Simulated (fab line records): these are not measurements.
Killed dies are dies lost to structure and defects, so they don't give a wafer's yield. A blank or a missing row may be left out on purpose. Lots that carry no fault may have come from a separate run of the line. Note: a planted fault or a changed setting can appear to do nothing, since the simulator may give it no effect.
fab line records / flow sky130
record lots=13 wafers=39 last-day=50
route steps=708 shown SONOS_ONO@182 POLY_GATE@232 LDD_N@252 LDD_HVN@274
lots that met no fault: taken from a fault-free run of the same line
start-h: hours from the record's opening day to when the first of the lot's shown wafers began / wait-h: hours since the lot's step before / " unchanged from the row above / L1.1+2: several wafers, shown together as one row / - no value, or no start given / * or withheld: withheld / < > ~ a bound
route shown NAME@n: NAME is a module with steps in the file, n the number in the route of the first one / usual: mean/standard deviation of fault-free wafers / same: alike in all rows / chamber/n: place in a boat / sites: each site's reading / _std_site: standard deviation of those values / _edge_site: outer sites' mean less inner sites' / radius-mm: for every site, how far away it sits from the centre of the wafer / mask NAME#n: copy n / behind: the tool/chamber that last shaped the wafer / hold: why the lot went on hold/how many hours it stayed there/how the hold came to an end / device: which transistor (n, p or np) failed to switch / end of line: tests of these same wafers at the route's end / a step with no rows: only its recipe / killed: dies lost to structure and defects at the first sort, not the wafer's yield / map: shows each die of a wafer: x if killed, . if not, _ if none is there
set.NAME: the setting the step ran with; set.NAME@STEP: the setting that earlier step ran with / model.NAME: the simulator's own value behind a step, which no gauge read
one table for each step of the route and one row for each wafer, over a sample of lots
services: the hour from which a tool's chamber was out of use, counted from the record's first day as start-h (under 0 if before that day), plus the number of hours and why
## steps
# step SKY_SONOS_ONO_OVL_MEAS_14
# usual SONOS_ONO_OVL=0.3/1.4
lot.wafer=L459.1 tool=overlay-01 chamber=- start-h=272.31 wait-h=0.1 SONOS_ONO_OVL[nm]=-0.3
lot.wafer=L459.3 tool=overlay-01 chamber=- start-h=272.31 wait-h=0.1 SONOS_ONO_OVL[nm]=0.7
lot.wafer=L459.4 tool=overlay-01 chamber=- start-h=272.31 wait-h=0.1 SONOS_ONO_OVL[nm]=-0.2
lot.wafer=L460.1 tool=overlay-02 chamber=- start-h=280.71 wait-h=0.1 SONOS_ONO_OVL[nm]=0.8
lot.wafer=L460.2 tool=overlay-02 chamber=- start-h=280.71 wait-h=0.1 SONOS_ONO_OVL[nm]=-0.4
lot.wafer=L460.5 tool=overlay-02 chamber=- start-h=280.71 wait-h=0.1 SONOS_ONO_OVL[nm]=-1.0
lot.wafer=L461.3 tool=overlay-01 chamber=- start-h=282.30 wait-h=0.1 SONOS_ONO_OVL[nm]=-1.6
lot.wafer=L461.4 tool=overlay-01 chamber=- start-h=282.30 wait-h=0.1 SONOS_ONO_OVL[nm]=-1.4
lot.wafer=L461.6 tool=overlay-01 chamber=- start-h=282.30 wait-h=0.1 SONOS_ONO_OVL[nm]=0.7
lot.wafer=L462.1 tool=overlay-01 chamber=- start-h=298.32 wait-h=0.1 SONOS_ONO_OVL[nm]=1.6
lot.wafer=L462.2 tool=overlay-01 chamber=- start-h=298.32 wait-h=0.1 SONOS_ONO_OVL[nm]=0.3
lot.wafer=L462.6 tool=overlay-01 chamber=- start-h=298.32 wait-h=0.1 SONOS_ONO_OVL[nm]=0.8
lot.wafer=L463.1 tool=overlay-01 chamber=- start-h=306.86 wait-h=0.1 SONOS_ONO_OVL[nm]=-0.2
lot.wafer=L463.2 tool=overlay-01 chamber=- start-h=306.86 wait-h=0.1 SONOS_ONO_OVL[nm]=0.9
lot.wafer=L463.5 tool=overlay-01 chamber=- start-h=306.86 wait-h=0.1 SONOS_ONO_OVL[nm]=0.4
lot.wafer=L464.1 tool=overlay-01 chamber=- start-h=316.77 wait-h=0.1 SONOS_ONO_OVL[nm]=-3.2
lot.wafer=L464.3 tool=overlay-01 chamber=- start-h=316.77 wait-h=0.1 SONOS_ONO_OVL[nm]=0.1
lot.wafer=L464.5 tool=overlay-01 chamber=- start-h=316.77 wait-h=0.1 SONOS_ONO_OVL[nm]=-1.5
lot.wafer=L465.1 tool=overlay-01 chamber=- start-h=322.49 wait-h=0.1 SONOS_ONO_OVL[nm]=-1.9
lot.wafer=L465.2 tool=overlay-01 chamber=- start-h=322.49 wait-h=0.1 SONOS_ONO_OVL[nm]=-1.4
lot.wafer=L465.6 tool=overlay-01 chamber=- start-h=322.49 wait-h=0.1 SONOS_ONO_OVL[nm]=-0.8
lot.wafer=L466.1 tool=overlay-01 chamber=- start-h=330.46 wait-h=0.1 SONOS_ONO_OVL[nm]=2.3
lot.wafer=L466.3 tool=overlay-01 chamber=- start-h=330.46 wait-h=0.1 SONOS_ONO_OVL[nm]=2.3
lot.wafer=L466.5 tool=overlay-01 chamber=- start-h=330.46 wait-h=0.1 SONOS_ONO_OVL[nm]=1.6
lot.wafer=L467.2 tool=overlay-01 chamber=- start-h=333.93 wait-h=0.1 SONOS_ONO_OVL[nm]=2.8
lot.wafer=L467.5 tool=overlay-01 chamber=- start-h=333.93 wait-h=0.1 SONOS_ONO_OVL[nm]=0.5
lot.wafer=L467.6 tool=overlay-01 chamber=- start-h=333.93 wait-h=0.1 SONOS_ONO_OVL[nm]=1.9
lot.wafer=L468.2 tool=overlay-02 chamber=- start-h=345.62 wait-h=0.1 SONOS_ONO_OVL[nm]=-0.3
lot.wafer=L468.4 tool=overlay-02 chamber=- start-h=345.62 wait-h=0.1 SONOS_ONO_OVL[nm]=1.2
lot.wafer=L468.6 tool=overlay-02 chamber=- start-h=345.62 wait-h=0.1 SONOS_ONO_OVL[nm]=0.6
lot.wafer=L477.3 tool=overlay-01 chamber=- start-h=444.90 wait-h=0.1 SONOS_ONO_OVL[nm]=1.2
lot.wafer=L477.5 tool=overlay-01 chamber=- start-h=444.90 wait-h=0.1 SONOS_ONO_OVL[nm]=1.7
lot.wafer=L477.6 tool=overlay-01 chamber=- start-h=444.90 wait-h=0.1 SONOS_ONO_OVL[nm]=-0.3
lot.wafer=L478.3 tool=overlay-01 chamber=- start-h=449.10 wait-h=0.1 SONOS_ONO_OVL[nm]=3.2
lot.wafer=L478.4 tool=overlay-01 chamber=- start-h=449.10 wait-h=0.1 SONOS_ONO_OVL[nm]=0.4
lot.wafer=L478.5 tool=overlay-01 chamber=- start-h=449.10 wait-h=0.1 SONOS_ONO_OVL[nm]=1.2
lot.wafer=L481.1 tool=overlay-01 chamber=- start-h=467.06 wait-h=0.1 SONOS_ONO_OVL[nm]=1.4
lot.wafer=L481.3 tool=overlay-01 chamber=- start-h=467.06 wait-h=0.1 SONOS_ONO_OVL[nm]=1.9
lot.wafer=L481.5 tool=overlay-01 chamber=- start-h=467.06 wait-h=0.1 SONOS_ONO_OVL[nm]=-0.3
# step SKY_POLY_GATE_STRIP_18
# recipe chemistry=O2/N2 power-w=1400 pressure-mtorr=1500 platen-temp-c=withheld o2-flow-sccm=3000 n2-flow-sccm=300 overash-fraction=0.5
# usual drypump-motor-current-A=5.7/0.49 oes-product-au=0.361/0.0049 strip-time-to-endpoint-s=3.17/0.043
lot.wafer=L459.1 tool=plasma-asher-04 chamber=0 start-h=358.79 wait-h=0.0 drypump-motor-current-A=5.3 oes-product-au=0.364 rf-hours-counter-h=56 strip-time-to-endpoint-s=3.11
lot.wafer=L459.3 tool=plasma-asher-04 chamber=0 start-h=358.79 wait-h=0.0 drypump-motor-current-A=5.3 oes-product-au=0.354 rf-hours-counter-h=- strip-time-to-endpoint-s=3.09
lot.wafer=L459.4 tool=plasma-asher-04 chamber=1 start-h=358.79 wait-h=0.0 drypump-motor-current-A=5.3 oes-product-au=0.352 rf-hours-counter-h=- strip-time-to-endpoint-s=3.11
lot.wafer=L460.1 tool=plasma-asher-03 chamber=1 start-h=367.89 wait-h=0.0 drypump-motor-current-A=5.3 oes-product-au=0.362 rf-hours-counter-h=65 strip-time-to-endpoint-s=3.19
lot.wafer=L460.2 tool=plasma-asher-03 chamber=0 start-h=367.89 wait-h=0.0 drypump-motor-current-A=6.0 oes-product-au=0.366 rf-hours-counter-h=65 strip-time-to-endpoint-s=3.20
lot.wafer=L460.5 tool=plasma-asher-03 chamber=1 start-h=367.89 wait-h=0.0 drypump-motor-current-A=5.3 oes-product-au=0.357 rf-hours-counter-h=- strip-time-to-endpoint-s=3.23
lot.wafer=L461.3 tool=plasma-asher-03 chamber=1 start-h=369.84 wait-h=0.1 drypump-motor-current-A=5.3 oes-product-au=0.368 rf-hours-counter-h=- strip-time-to-endpoint-s=3.24
lot.wafer=L461.4 tool=plasma-asher-03 chamber=0 start-h=369.84 wait-h=0.1 drypump-motor-current-A=6.1 oes-product-au=0.361 rf-hours-counter-h=- strip-time-to-endpoint-s=3.14
lot.wafer=L461.6 tool=plasma-asher-03 chamber=0 start-h=369.84 wait-h=0.1 drypump-motor-current-A=6.1 oes-product-au=0.362 rf-hours-counter-h=- strip-time-to-endpoint-s=3.17
lot.wafer=L462.1 tool=plasma-asher-01 chamber=0 start-h=387.44 wait-h=0.0 drypump-motor-current-A=6.7 oes-product-au=0.366 rf-hours-counter-h=70 strip-time-to-endpoint-s=3.25
lot.wafer=L462.2 tool=plasma-asher-01 chamber=1 start-h=387.44 wait-h=0.0 drypump-motor-current-A=5.7 oes-product-au=0.362 rf-hours-counter-h=70 strip-time-to-endpoint-s=3.20
lot.wafer=L462.6 tool=plasma-asher-01 chamber=0 start-h=387.44 wait-h=0.0 drypump-motor-current-A=6.7 oes-product-au=0.362 rf-hours-counter-h=- strip-time-to-endpoint-s=3.24
lot.wafer=L463.1 tool=plasma-asher-01 chamber=0 start-h=398.34 wait-h=0.0 drypump-motor-current-A=6.7 oes-product-au=0.356 rf-hours-counter-h=71 strip-time-to-endpoint-s=3.11
lot.wafer=L463.2 tool=plasma-asher-01 chamber=1 start-h=398.34 wait-h=0.0 drypump-motor-current-A=5.7 oes-product-au=0.356 rf-hours-counter-h=71 strip-time-to-endpoint-s=3.15
lot.wafer=L463.5 tool=plasma-asher-01 chamber=1 start-h=398.34 wait-h=0.0 drypump-motor-current-A=5.7 oes-product-au=0.366 rf-hours-counter-h=- strip-time-to-endpoint-s=3.18
lot.wafer=L464.1 tool=plasma-asher-03 chamber=0 start-h=410.64 wait-h=0.0 drypump-motor-current-A=6.1 oes-product-au=0.354 rf-hours-counter-h=69 strip-time-to-endpoint-s=3.09
lot.wafer=L464.3 tool=plasma-asher-03 chamber=0 start-h=410.64 wait-h=0.0 drypump-motor-current-A=6.0 oes-product-au=0.355 rf-hours-counter-h=- strip-time-to-endpoint-s=3.14
lot.wafer=L464.5 tool=plasma-asher-03 chamber=1 start-h=410.64 wait-h=0.0 drypump-motor-current-A=5.3 oes-product-au=0.358 rf-hours-counter-h=- strip-time-to-endpoint-s=3.08
lot.wafer=L465.1 tool=plasma-asher-03 chamber=1 start-h=414.44 wait-h=0.0 drypump-motor-current-A=5.3 oes-product-au=0.362 rf-hours-counter-h=70 strip-time-to-endpoint-s=3.15
lot.wafer=L465.2 tool=plasma-asher-03 chamber=0 start-h=414.44 wait-h=0.0 drypump-motor-current-A=6.1 oes-product-au=0.366 rf-hours-counter-h=70 strip-time-to-endpoint-s=3.16
lot.wafer=L465.6 tool=plasma-asher-03 chamber=0 start-h=414.44 wait-h=0.0 drypump-motor-current-A=6.1 oes-product-au=0.359 rf-hours-counter-h=- strip-time-to-endpoint-s=3.15
lot.wafer=L466.1 tool=plasma-asher-01 chamber=1 start-h=425.44 wait-h=0.0 drypump-motor-current-A=5.7 oes-product-au=0.366 rf-hours-counter-h=74 strip-time-to-endpoint-s=3.07
lot.wafer=L466.3 tool=plasma-asher-01 chamber=0 start-h=425.44 wait-h=0.0 drypump-motor-current-A=6.7 oes-product-au=0.360 rf-hours-counter-h=- strip-time-to-endpoint-s=3.12
lot.wafer=L466.5 tool=plasma-asher-01 chamber=0 start-h=425.44 wait-h=0.0 drypump-motor-current-A=6.7 oes-product-au=0.360 rf-hours-counter-h=- strip-time-to-endpoint-s=3.12
lot.wafer=L467.2 tool=plasma-asher-04 chamber=0 start-h=428.49 wait-h=0.0 drypump-motor-current-A=5.4 oes-product-au=0.366 rf-hours-counter-h=63 strip-time-to-endpoint-s=3.18
lot.wafer=L467.5 tool=plasma-asher-04 chamber=1 start-h=428.49 wait-h=0.0 drypump-motor-current-A=5.3 oes-product-au=0.361 rf-hours-counter-h=- strip-time-to-endpoint-s=3.16
lot.wafer=L467.6 tool=plasma-asher-04 chamber=0 start-h=428.49 wait-h=0.0 drypump-motor-current-A=5.4 oes-product-au=0.353 rf-hours-counter-h=- strip-time-to-endpoint-s=3.16
lot.wafer=L468.2 tool=plasma-asher-04 chamber=1 start-h=443.74 wait-h=0.0 drypump-motor-current-A=5.3 oes-product-au=0.355 rf-hours-counter-h=64 strip-time-to-endpoint-s=3.13
lot.wafer=L468.4 tool=plasma-asher-04 chamber=0 start-h=443.74 wait-h=0.0 drypump-motor-current-A=5.4 oes-product-au=0.353 rf-hours-counter-h=- strip-time-to-endpoint-s=3.17
lot.wafer=L468.6 tool=plasma-asher-04 chamber=0 start-h=443.74 wait-h=0.0 drypump-motor-current-A=5.4 oes-product-au=0.362 rf-hours-counter-h=- strip-time-to-endpoint-s=3.13
lot.wafer=L477.3 tool=plasma-asher-04 chamber=1 start-h=544.22 wait-h=0.1 drypump-motor-current-A=5.3 oes-product-au=0.368 rf-hours-counter-h=- strip-time-to-endpoint-s=3.17
lot.wafer=L477.5 tool=plasma-asher-04 chamber=0 start-h=544.22 wait-h=0.1 drypump-motor-current-A=5.3 oes-product-au=0.360 rf-hours-counter-h=- strip-time-to-endpoint-s=3.17
lot.wafer=L477.6 tool=plasma-asher-04 chamber=1 start-h=544.22 wait-h=0.1 drypump-motor-current-A=5.3 oes-product-au=0.363 rf-hours-counter-h=- strip-time-to-endpoint-s=3.14
lot.wafer=L478.3 tool=plasma-asher-04 chamber=0 start-h=546.57 wait-h=0.1 drypump-motor-current-A=5.4 oes-product-au=0.354 rf-hours-counter-h=- strip-time-to-endpoint-s=3.13
lot.wafer=L478.4 tool=plasma-asher-04 chamber=1 start-h=546.57 wait-h=0.1 drypump-motor-current-A=5.3 oes-product-au=0.355 rf-hours-counter-h=- strip-time-to-endpoint-s=3.14
lot.wafer=L478.5 tool=plasma-asher-04 chamber=0 start-h=546.57 wait-h=0.1 drypump-motor-current-A=5.3 oes-product-au=0.349 rf-hours-counter-h=- strip-time-to-endpoint-s=3.08
lot.wafer=L481.1 tool=plasma-asher-04 chamber=1 start-h=565.01 wait-h=0.0 drypump-motor-current-A=5.3 oes-product-au=0.365 rf-hours-counter-h=76 strip-time-to-endpoint-s=3.22
lot.wafer=L481.3 tool=plasma-asher-04 chamber=0 start-h=565.01 wait-h=0.0 drypump-motor-current-A=5.4 oes-product-au=0.369 rf-hours-counter-h=- strip-time-to-endpoint-s=3.18
lot.wafer=L481.5 tool=plasma-asher-04 chamber=1 start-h=565.01 wait-h=0.0 drypump-motor-current-A=5.3 oes-product-au=0.362 rf-hours-counter-h=- strip-time-to-endpoint-s=3.22
# step SKY_LDD_N_IMPLANT_15
# recipe species=BF2 energy-kev=50 dose-cm2=5e+12 tilt-deg=30 rotation-deg=270
# usual beam-on-s=10.00/0.21 dose-ions-cm2=4.999e+12/5.2e+09 faraday-current-uA=28.2/0.6 rotation-deg=270.00/0.035
# same implant-ion-amu=49
lot.wafer=L459.1 tool=implanter-01 chamber=0 start-h=390.40 wait-h=0.1 beam-on-s=9.65 dose-ions-cm2=5.002e+12 faraday-current-uA=29.1 rotation-deg=269.97
lot.wafer=L459.3 tool=implanter-01 chamber=0 start-h=390.40 wait-h=0.1 beam-on-s=9.86 dose-ions-cm2=4.999e+12 faraday-current-uA=28.7 rotation-deg=270.03
lot.wafer=L459.4 tool=implanter-01 chamber=0 start-h=390.40 wait-h=0.1 beam-on-s=9.91 dose-ions-cm2=5.002e+12 faraday-current-uA=28.5 rotation-deg=269.98
lot.wafer=L461.3 tool=implanter-04 chamber=0 start-h=400.90 wait-h=0.1 beam-on-s=9.95 dose-ions-cm2=5.001e+12 faraday-current-uA=28.3 rotation-deg=269.95
lot.wafer=L461.4 tool=implanter-04 chamber=0 start-h=400.90 wait-h=0.1 beam-on-s=9.81 dose-ions-cm2=4.995e+12 faraday-current-uA=28.8 rotation-deg=270.00
lot.wafer=L461.6 tool=implanter-04 chamber=0 start-h=400.90 wait-h=0.1 beam-on-s=9.69 dose-ions-cm2=4.988e+12 faraday-current-uA=29.0 rotation-deg=270.03
lot.wafer=L460.1 tool=implanter-01 chamber=0 start-h=401.23 wait-h=0.1 beam-on-s=10.06 dose-ions-cm2=5.001e+12 faraday-current-uA=28.0 rotation-deg=269.95
lot.wafer=L460.2 tool=implanter-01 chamber=0 start-h=401.23 wait-h=0.1 beam-on-s=10.36 dose-ions-cm2=5.005e+12 faraday-current-uA=27.3 rotation-deg=270.01
lot.wafer=L460.5 tool=implanter-01 chamber=0 start-h=401.23 wait-h=0.1 beam-on-s=9.91 dose-ions-cm2=5.006e+12 faraday-current-uA=28.5 rotation-deg=270.02
lot.wafer=L462.1 tool=implanter-04 chamber=0 start-h=421.08 wait-h=0.1 beam-on-s=9.96 dose-ions-cm2=5.004e+12 faraday-current-uA=28.4 rotation-deg=269.99
lot.wafer=L462.2 tool=implanter-04 chamber=0 start-h=421.08 wait-h=0.1 beam-on-s=9.87 dose-ions-cm2=4.995e+12 faraday-current-uA=28.5 rotation-deg=270.05
lot.wafer=L462.6 tool=implanter-04 chamber=0 start-h=421.08 wait-h=0.1 beam-on-s=10.26 dose-ions-cm2=5.007e+12 faraday-current-uA=27.4 rotation-deg=270.01
lot.wafer=L463.1 tool=implanter-03 chamber=0 start-h=430.58 wait-h=0.1 beam-on-s=10.23 dose-ions-cm2=4.996e+12 faraday-current-uA=27.5 rotation-deg=269.96
lot.wafer=L463.2 tool=implanter-03 chamber=0 start-h=430.58 wait-h=0.1 beam-on-s=9.92 dose-ions-cm2=5e+12 faraday-current-uA=28.5 rotation-deg=269.96
lot.wafer=L463.5 tool=implanter-03 chamber=0 start-h=430.58 wait-h=0.1 beam-on-s=10.10 dose-ions-cm2=5.01e+12 faraday-current-uA=28.0 rotation-deg=269.96
lot.wafer=L464.1 tool=implanter-01 chamber=0 start-h=445.55 wait-h=0.1 beam-on-s=10.44 dose-ions-cm2=4.998e+12 faraday-current-uA=27.0 rotation-deg=270.04
lot.wafer=L464.3 tool=implanter-01 chamber=0 start-h=445.55 wait-h=0.1 beam-on-s=9.89 dose-ions-cm2=4.997e+12 faraday-current-uA=28.4 rotation-deg=269.97
lot.wafer=L464.5 tool=implanter-01 chamber=0 start-h=445.55 wait-h=0.1 beam-on-s=10.31 dose-ions-cm2=5e+12 faraday-current-uA=27.2 rotation-deg=270.00
lot.wafer=L465.1 tool=implanter-01 chamber=0 start-h=448.95 wait-h=0.1 beam-on-s=10.18 dose-ions-cm2=4.996e+12 faraday-current-uA=27.8 rotation-deg=269.97
lot.wafer=L465.2 tool=implanter-01 chamber=0 start-h=448.95 wait-h=0.1 beam-on-s=10.13 dose-ions-cm2=4.995e+12 faraday-current-uA=27.6 rotation-deg=269.95
lot.wafer=L465.6 tool=implanter-01 chamber=0 start-h=448.95 wait-h=0.1 beam-on-s=10.10 dose-ions-cm2=4.998e+12 faraday-current-uA=27.9 rotation-deg=270.03
lot.wafer=L466.1 tool=implanter-03 chamber=0 start-h=462.33 wait-h=0.1 beam-on-s=10.27 dose-ions-cm2=4.992e+12 faraday-current-uA=27.6 rotation-deg=270.03
lot.wafer=L466.3 tool=implanter-03 chamber=0 start-h=462.33 wait-h=0.1 beam-on-s=9.64 dose-ions-cm2=4.997e+12 faraday-current-uA=29.2 rotation-deg=270.03
lot.wafer=L466.5 tool=implanter-03 chamber=0 start-h=462.33 wait-h=0.1 beam-on-s=10.00 dose-ions-cm2=4.998e+12 faraday-current-uA=28.3 rotation-deg=270.02
lot.wafer=L467.2 tool=implanter-01 chamber=0 start-h=462.65 wait-h=0.1 beam-on-s=9.69 dose-ions-cm2=4.995e+12 faraday-current-uA=28.9 rotation-deg=269.99
lot.wafer=L467.5 tool=implanter-01 chamber=0 start-h=462.65 wait-h=0.1 beam-on-s=10.21 dose-ions-cm2=4.993e+12 faraday-current-uA=27.6 rotation-deg=269.95
lot.wafer=L467.6 tool=implanter-01 chamber=0 start-h=462.65 wait-h=0.1 beam-on-s=9.65 dose-ions-cm2=4.999e+12 faraday-current-uA=29.2 rotation-deg=269.92
lot.wafer=L468.2 tool=implanter-03 chamber=0 start-h=476.96 wait-h=0.1 beam-on-s=10.30 dose-ions-cm2=4.999e+12 faraday-current-uA=27.5 rotation-deg=270.02
lot.wafer=L468.4 tool=implanter-03 chamber=0 start-h=476.96 wait-h=0.1 beam-on-s=10.05 dose-ions-cm2=4.996e+12 faraday-current-uA=27.9 rotation-deg=270.06
lot.wafer=L468.6 tool=implanter-03 chamber=0 start-h=476.96 wait-h=0.1 beam-on-s=9.91 dose-ions-cm2=4.998e+12 faraday-current-uA=28.6 rotation-deg=269.98
lot.wafer=L477.3 tool=implanter-03 chamber=0 start-h=575.80 wait-h=0.1 beam-on-s=10.21 dose-ions-cm2=8.715e+12 faraday-current-uA=48.1 rotation-deg=269.98
lot.wafer=L477.5 tool=implanter-03 chamber=0 start-h=575.80 wait-h=0.1 beam-on-s=9.86 dose-ions-cm2=8.719e+12 faraday-current-uA=50.3 rotation-deg=269.96
lot.wafer=L477.6 tool=implanter-03 chamber=0 start-h=575.80 wait-h=0.1 beam-on-s=10.25 dose-ions-cm2=8.715e+12 faraday-current-uA=48.0 rotation-deg=269.98
lot.wafer=L478.3 tool=implanter-03 chamber=0 start-h=579.13 wait-h=0.1 beam-on-s=10.03 dose-ions-cm2=8.722e+12 faraday-current-uA=49.2 rotation-deg=270.04
lot.wafer=L478.4 tool=implanter-03 chamber=0 start-h=579.13 wait-h=0.1 beam-on-s=10.13 dose-ions-cm2=8.721e+12 faraday-current-uA=48.6 rotation-deg=270.02
lot.wafer=L478.5 tool=implanter-03 chamber=0 start-h=579.13 wait-h=0.1 beam-on-s=10.03 dose-ions-cm2=8.722e+12 faraday-current-uA=48.9 rotation-deg=269.97
lot.wafer=L481.1 tool=implanter-04 chamber=0 start-h=596.48 wait-h=0.1 beam-on-s=10.20 dose-ions-cm2=5.003e+12 faraday-current-uA=27.6 rotation-deg=270.01
lot.wafer=L481.3 tool=implanter-04 chamber=0 start-h=596.48 wait-h=0.1 beam-on-s=9.81 dose-ions-cm2=5.004e+12 faraday-current-uA=28.7 rotation-deg=270.03
lot.wafer=L481.5 tool=implanter-04 chamber=0 start-h=596.48 wait-h=0.1 beam-on-s=9.75 dose-ions-cm2=5.001e+12 faraday-current-uA=28.9 rotation-deg=270.09
# step SKY_LDD_HVN_OVL_MEAS_07
# usual LDD_HVN_OVL=0.5/1.5
lot.wafer=L459.1 tool=overlay-01 chamber=- start-h=451.29 wait-h=0.1 LDD_HVN_OVL[nm]=-0.7
lot.wafer=L459.3 tool=overlay-01 chamber=- start-h=451.29 wait-h=0.1 LDD_HVN_OVL[nm]=-0.3
lot.wafer=L459.4 tool=overlay-01 chamber=- start-h=451.29 wait-h=0.1 LDD_HVN_OVL[nm]=2.5
lot.wafer=L461.3 tool=overlay-02 chamber=- start-h=460.95 wait-h=0.1 LDD_HVN_OVL[nm]=0.0
lot.wafer=L461.4 tool=overlay-02 chamber=- start-h=460.95 wait-h=0.1 LDD_HVN_OVL[nm]=-1.1
lot.wafer=L461.6 tool=overlay-02 chamber=- start-h=460.95 wait-h=0.1 LDD_HVN_OVL[nm]=-1.4
lot.wafer=L460.1 tool=overlay-01 chamber=- start-h=462.47 wait-h=0.1 LDD_HVN_OVL[nm]=0.8
lot.wafer=L460.2 tool=overlay-01 chamber=- start-h=462.47 wait-h=0.1 LDD_HVN_OVL[nm]=0.7
lot.wafer=L460.5 tool=overlay-01 chamber=- start-h=462.47 wait-h=0.1 LDD_HVN_OVL[nm]=0.0
lot.wafer=L462.1 tool=overlay-01 chamber=- start-h=483.59 wait-h=0.1 LDD_HVN_OVL[nm]=2.1
lot.wafer=L462.2 tool=overlay-01 chamber=- start-h=483.59 wait-h=0.1 LDD_HVN_OVL[nm]=0.0
lot.wafer=L462.6 tool=overlay-01 chamber=- start-h=483.59 wait-h=0.1 LDD_HVN_OVL[nm]=1.0
lot.wafer=L463.1 tool=overlay-01 chamber=- start-h=493.07 wait-h=0.1 LDD_HVN_OVL[nm]=0.4
lot.wafer=L463.2 tool=overlay-01 chamber=- start-h=493.07 wait-h=0.1 LDD_HVN_OVL[nm]=0.5
lot.wafer=L463.5 tool=overlay-01 chamber=- start-h=493.07 wait-h=0.1 LDD_HVN_OVL[nm]=2.0
lot.wafer=L464.1 tool=overlay-02 chamber=- start-h=508.02 wait-h=0.1 LDD_HVN_OVL[nm]=1.1
lot.wafer=L464.3 tool=overlay-02 chamber=- start-h=508.02 wait-h=0.1 LDD_HVN_OVL[nm]=0.5
lot.wafer=L464.5 tool=overlay-02 chamber=- start-h=508.02 wait-h=0.1 LDD_HVN_OVL[nm]=0.0
lot.wafer=L465.1 tool=overlay-02 chamber=- start-h=510.67 wait-h=0.1 LDD_HVN_OVL[nm]=1.1
lot.wafer=L465.2 tool=overlay-02 chamber=- start-h=510.67 wait-h=0.1 LDD_HVN_OVL[nm]=3.2
lot.wafer=L465.6 tool=overlay-02 chamber=- start-h=510.67 wait-h=0.1 LDD_HVN_OVL[nm]=2.4
lot.wafer=L466.1 tool=overlay-02 chamber=- start-h=523.77 wait-h=0.1 LDD_HVN_OVL[nm]=1.4
lot.wafer=L466.3 tool=overlay-02 chamber=- start-h=523.77 wait-h=0.1 LDD_HVN_OVL[nm]=-2.7
lot.wafer=L466.5 tool=overlay-02 chamber=- start-h=523.77 wait-h=0.1 LDD_HVN_OVL[nm]=-2.0
lot.wafer=L467.2 tool=overlay-01 chamber=- start-h=523.92 wait-h=0.1 LDD_HVN_OVL[nm]=-0.3
lot.wafer=L467.5 tool=overlay-01 chamber=- start-h=523.92 wait-h=0.1 LDD_HVN_OVL[nm]=0.5
lot.wafer=L467.6 tool=overlay-01 chamber=- start-h=523.92 wait-h=0.1 LDD_HVN_OVL[nm]=0.1
lot.wafer=L468.2 tool=overlay-01 chamber=- start-h=538.97 wait-h=0.1 LDD_HVN_OVL[nm]=3.1
lot.wafer=L468.4 tool=overlay-01 chamber=- start-h=538.97 wait-h=0.1 LDD_HVN_OVL[nm]=-2.2
lot.wafer=L468.6 tool=overlay-01 chamber=- start-h=538.97 wait-h=0.1 LDD_HVN_OVL[nm]=3.7
lot.wafer=L477.3 tool=overlay-02 chamber=- start-h=634.83 wait-h=0.1 LDD_HVN_OVL[nm]=-1.3
lot.wafer=L477.5 tool=overlay-02 chamber=- start-h=634.83 wait-h=0.1 LDD_HVN_OVL[nm]=-0.6
lot.wafer=L477.6 tool=overlay-02 chamber=- start-h=634.83 wait-h=0.1 LDD_HVN_OVL[nm]=-0.2
lot.wafer=L478.3 tool=overlay-02 chamber=- start-h=637.88 wait-h=0.1 LDD_HVN_OVL[nm]=0.1
lot.wafer=L478.4 tool=overlay-02 chamber=- start-h=637.88 wait-h=0.1 LDD_HVN_OVL[nm]=0.4
lot.wafer=L478.5 tool=overlay-02 chamber=- start-h=637.88 wait-h=0.1 LDD_HVN_OVL[nm]=0.2
lot.wafer=L481.1 tool=overlay-02 chamber=- start-h=654.42 wait-h=0.1 LDD_HVN_OVL[nm]=0.7
lot.wafer=L481.3 tool=overlay-02 chamber=- start-h=654.42 wait-h=0.1 LDD_HVN_OVL[nm]=2.7
lot.wafer=L481.5 tool=overlay-02 chamber=- start-h=654.42 wait-h=0.1 LDD_HVN_OVL[nm]=-0.5
## services
tool=implanter-04 chamber=- start-h=335.49 hours=0.9 kind=repair
tool=plasma-asher-01 chamber=- start-h=337.57 hours=2.8 kind=pm
tool=implanter-01 chamber=- start-h=349.81 hours=3.4 kind=pm
tool=implanter-04 chamber=- start-h=374.63 hours=12.0 kind=repair
tool=implanter-03 chamber=- start-h=383.51 hours=1.2 kind=repair
tool=implanter-04 chamber=- start-h=395.24 hours=1.2 kind=repair
tool=plasma-asher-03 chamber=- start-h=421.25 hours=9.0 kind=pm
tool=plasma-asher-03 chamber=0 start-h=421.25 hours=9.0 kind=vent-cycle
tool=plasma-asher-03 chamber=1 start-h=421.25 hours=9.0 kind=vent-cycle
tool=plasma-asher-04 chamber=- start-h=425.99 hours=0.6 kind=repair
tool=implanter-04 chamber=- start-h=426.68 hours=3.9 kind=repair
tool=plasma-asher-03 chamber=0 start-h=430.25 hours=- kind=clean
tool=plasma-asher-03 chamber=1 start-h=430.25 hours=- kind=clean
tool=implanter-04 chamber=- start-h=441.20 hours=0.8 kind=repair
tool=plasma-asher-03 chamber=- start-h=477.49 hours=1.9 kind=repair
tool=implanter-03 chamber=- start-h=480.61 hours=4.3 kind=pm
tool=plasma-asher-01 chamber=- start-h=506.24 hours=2.5 kind=repair
tool=plasma-asher-04 chamber=- start-h=518.61 hours=0.8 kind=repair
tool=plasma-asher-04 chamber=- start-h=535.12 hours=7.9 kind=repair
tool=implanter-03 chamber=- start-h=550.34 hours=2.9 kind=pm
tool=implanter-04 chamber=- start-h=592.62 hours=0.7 kind=repair
## key
first-sign step=SKY_LDD_N_IMPLANT_15 reading=dose-ions-cm2 direction=up sigmas=99+ usual=* struck=*
effect step=SKY_LDD_N_IMPLANT_15 reading=faraday-current-uA direction=up sigmas=35 usual=28.2 struck=48.8
met-at SKY_LDD_N_IMPLANT_15
struck-lots L477,L478
tester-left-out L477,L478
not-acting-at SKY_SONOS_ONO_OVL_MEAS_14,SKY_POLY_GATE_STRIP_18,SKY_LDD_HVN_OVL_MEAS_07
onset-between 476.96 575.80
fault kind=process-parameter-drift tool=implanter-03 chamber=- onset-h=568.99 steps=SKY_LDD_N_IMPLANT_15 channel=dose-cm2 offset=* shape=step end-h=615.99 acts-in=* stated=*
# tester-left-out: of these lots the tester's yield and bins aren't shown, on N5 and GAA mostly nor the transistor test; their killed dies are dies lost to structure and defects alone, not to doping, threshold or leakage, so they don't give the yield
